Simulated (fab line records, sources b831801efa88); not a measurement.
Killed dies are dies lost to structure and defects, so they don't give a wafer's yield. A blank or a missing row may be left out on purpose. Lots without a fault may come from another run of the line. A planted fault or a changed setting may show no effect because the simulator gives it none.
Chamber matching | flow gf180mcu | GF_V4_CMP_26 on cmp-02: 4 sister chambers
The step polishes, stops on SiO2, t overpolish 15 s, target thk 0 nm. 8 wafers are shown with their chamber, then 12 later ones without.

WAFERS WITH THEIR CHAMBER
wafer  | chamber | motor_current_A (A) | time_to_endpoint_s (s)
L083.4 | 0       | 12.5                | 96
L086.1 | 1       | 13.3                | 90
L086.3 | 0       | 12.1                | 92
L088.5 | 2       | 10.6                | 90
L088.6 | 3       | 11.9                | 91
L090.1 | 2       | 9.9                 | 87
L090.2 | 1       | 13.3                | 86
L090.3 | 3       | 12.3                | 88

WAFERS WITHOUT THEIR CHAMBER
wafer  | motor_current_A (A) | time_to_endpoint_s (s)
L091.1 | 12.2                | 88
L091.5 | 13.6                | 88
L091.6 | 12.6                | 96
L093.3 | 12.4                | 93
L093.4 | 10.4                | 90
L093.6 | 10.1                | 91
L096.1 | 11.8                | 87
L096.2 | 12.2                | 93
L096.3 | 13.7                | 85
L097.3 | 13.3                | 90
L097.4 | 12.2                | 97
L097.5 | 12.2                | 93

WHICH CHAMBER EACH WENT THROUGH
wafer  | from the rows above     | in truth
L091.1 | can't be placed: 3 or 0 | 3
L091.5 | 1                       | 1
L091.6 | can't be placed: 0 or 3 | 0
L093.3 | can't be placed: 0 or 3 | 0
L093.4 | 2                       | 2
L093.6 | 2                       | 2
L096.1 | can't be placed: 3 or 0 | 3
L096.2 | can't be placed: 0 or 3 | 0
L096.3 | 1                       | 1
L097.3 | 1                       | 1
L097.4 | can't be placed: 0 or 3 | 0
L097.5 | can't be placed: 0 or 3 | 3
Placed correctly: 5 of 12. Can't be placed from these rows: 7 (the true chamber is among the candidates in 7). Placed wrongly: 0.
How it was worked out, from the rows above alone: a wafer's distance from a chamber is the root of the sum, over the readings, of the square of ((its reading less the chamber's mean) divided by the reading's scatter). The wafer belongs to the nearest chamber; if the next one is less than 2 further off, it can't be placed. A chamber's mean is the mean of its shown wafers. The scatter: the root of (the sum of the squares of (reading less its chamber's mean) over the shown wafers, divided by (wafers less chambers)).
